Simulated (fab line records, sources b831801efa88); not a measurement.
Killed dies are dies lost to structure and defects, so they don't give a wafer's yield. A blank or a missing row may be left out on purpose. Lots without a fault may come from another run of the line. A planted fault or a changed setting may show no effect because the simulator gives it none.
Which tool did it? | flow gf180mcu | 13 lots, 39 wafers sampled, at 2 steps of a route of 602

WHAT THE GAUGES READ, wafer by wafer
GF_V4_BOW_MEAS_05. Usual: V4_BOW 136 um, standard deviation 8.3.
lot  | measured     | on            | V4_BOW (um) | flag
L426 | day 23 17:13 | film_metro-04 | 145 155 143 |
L428 | day 24 05:16 | film_metro-01 | 151 153 141 |
L429 | day 24 22:17 | film_metro-01 | 135 150 132 |
L430 | day 25 02:30 | film_metro-02 | 122 129 122 |
L431 | day 25 14:06 | film_metro-01 | 136 139 139 |
L432 | day 25 18:15 | film_metro-02 | 140 133 141 |
L433 | day 25 21:17 | film_metro-01 | 116 133 130 |
L434 | day 26 02:11 | film_metro-01 | 136 137 128 |
L436 | day 27 02:19 | film_metro-02 | 136 136 138 |
L442 | day 28 15:55 | film_metro-01 | 137 131 136 |
L443 | day 28 17:33 | film_metro-01 | 115 125 135 |
L444 | day 29 08:37 | film_metro-04 | 126 135 137 |
L446 | day 29 18:59 | film_metro-02 | 137 137 135 |

WHICH TOOL RAN EACH LOT (tool, then ch and the chambers of the sampled wafers, then the start)
lot  | GF_V2_SPUTTER_21
L426 | pvd_sputter-02, day 20 12:23
L428 | pvd_sputter-03, day 21 02:17
L429 | pvd_sputter-03, day 21 20:20
L430 | pvd_sputter-03, day 22 02:38
L431 | pvd_sputter-03, day 22 13:44
L432 | pvd_sputter-03, day 22 18:29
L433 | pvd_sputter-03, day 22 22:53
L434 | pvd_sputter-03, day 23 03:42
L436 | pvd_sputter-03, day 24 06:19
L442 | pvd_sputter-01, day 25 23:08
L443 | pvd_sputter-03, day 25 23:47
L444 | pvd_sputter-03, day 26 15:48
L446 | pvd_sputter-03, day 27 03:12
- GF_V2_SPUTTER_21: material Ti, target thk 15 nm, time 80.02 s.

WHAT THE TOOLS THEMSELVES READ (means of the sampled wafers that have a number; where no wafer has one, the mark that the record gives instead)
GF_V2_SPUTTER_21. Usual: throttle_valve_pct 29.9 %, standard deviation 0.5.
lot  | tool           | throttle_valve_pct (%) | flag
L426 | pvd_sputter-02 | 30.3                   |
L428 | pvd_sputter-03 | 30.0                   |
L429 | pvd_sputter-03 | 29.4                   |
L430 | pvd_sputter-03 | 30.1                   |
L431 | pvd_sputter-03 | 30.2                   |
L432 | pvd_sputter-03 | 29.6                   |
L433 | pvd_sputter-03 | 30.1                   |
L434 | pvd_sputter-03 | 29.8                   |
L436 | pvd_sputter-03 | 30.0                   |
L442 | pvd_sputter-01 | 29.4                   |
L443 | pvd_sputter-03 | 29.6                   |
L444 | pvd_sputter-03 | 30.0                   |
L446 | pvd_sputter-03 | 29.8                   |

THE ANSWER, worked out from the rows above alone
Rule: a lot is off if the mean of its wafers that have a number lies more than 3 standard deviations from the usual mean. A lot without any number at a reading at which 4 lots or more have one is off too. The other lots that the step has rows for count as sound. The gauges are gone through in route order, then the tools' own readings, and for those a lot's mean is taken as printed above. The first step at which some lot is off is used, and at that step the reading that is off furthest; a lot without a number counts as furthest.
No lot is off at any reading shown: from this, nothing can be told.

WHAT THE SIMULATOR HAD PUT IN
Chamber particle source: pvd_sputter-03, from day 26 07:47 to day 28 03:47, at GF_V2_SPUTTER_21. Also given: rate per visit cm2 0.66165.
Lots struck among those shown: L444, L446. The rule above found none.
